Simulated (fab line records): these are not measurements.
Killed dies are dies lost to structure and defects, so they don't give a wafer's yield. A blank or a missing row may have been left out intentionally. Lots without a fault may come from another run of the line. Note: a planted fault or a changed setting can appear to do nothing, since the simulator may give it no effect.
The tool behind it: which one?	flow gf180mcu	Sampling: 6 lots, 18 wafers, 4 of 602 route steps

WHAT EACH GAUGE READ, for each wafer
GF_TOP_METAL_OVL_MEAS_15.
lot	measured	on	TOP_METAL_OVL (nm)
L853	day 28 11:37	overlay-01	1.8 0.4 0.2
L855	day 28 21:13	overlay-02	1.9 -0.5 2.6
L858	day 30 08:29	overlay-02	-0.5 -1.4 0.6
L860	day 30 22:31	overlay-01	1.0 2.0 3.2
L866	day 33 00:55	overlay-01	1.6 0.9 0.6
L871	day 33 15:46	overlay-02	0.3 0.0 -1.3

WHAT TOOL EACH LOT RAN ON (gives the tool, then ch and the chambers of the sampled wafers, and finally the start)
lot	GF_DNWELL_STRIP_08	GF_V5_STRIP_18	GF_TOP_METAL_SPUTTER_04
L853	plasma asher-02 ch 0,1, day 3 07:34	plasma asher-02 ch 0,1, day 27 15:07	pvd sputter-02, day 27 16:34
L855	plasma asher-04 ch 0,1, day 3 14:58	plasma asher-03 ch 0,1, day 28 00:44	pvd sputter-01, day 28 02:17
L858	plasma asher-01 ch 0,1, day 4 14:37	plasma asher-02 ch 0,1, day 29 12:16	pvd sputter-03, day 29 13:50
L860	plasma asher-04 ch 0,1, day 4 21:22	plasma asher-02 ch 0,1, day 30 02:51	pvd sputter-01, day 30 04:20
L866	plasma asher-04 ch 0,1, day 6 11:40	plasma asher-03 ch 0,1, day 32 06:45	pvd sputter-01, day 32 08:10
L871	plasma asher-02 ch 0,1, day 7 09:13	plasma asher-04 ch 0,1, day 32 22:24	pvd sputter-02, day 32 23:50
- GF_DNWELL_STRIP_08: strips in O2/N2.
- GF_V5_STRIP_18: strips in O2/N2.
- GF_TOP_METAL_SPUTTER_04: material TiN, target thk 25 nm, time 20.8 s.

THE ANSWER, worked out from the rows above alone
Rule: the lots themselves supply what counts as usual. The widest of any qualifying gaps counts: lots, ordered by their means at a reading, are off when they make up no more than a third of the lots, leave a main group of 4 or more, and stand apart from it by 3 or more times the standard deviation of that group's means. Not used: any main group whose means are identical at the precision the tables above print for the reading. A lot without any number at a reading at which 4 lots or more have one is off too. All remaining lots with rows at the step are treated as sound.
Nothing can be told from this: no lot is off at any reading shown.

WHAT THE SIMULATOR HAD PUT IN
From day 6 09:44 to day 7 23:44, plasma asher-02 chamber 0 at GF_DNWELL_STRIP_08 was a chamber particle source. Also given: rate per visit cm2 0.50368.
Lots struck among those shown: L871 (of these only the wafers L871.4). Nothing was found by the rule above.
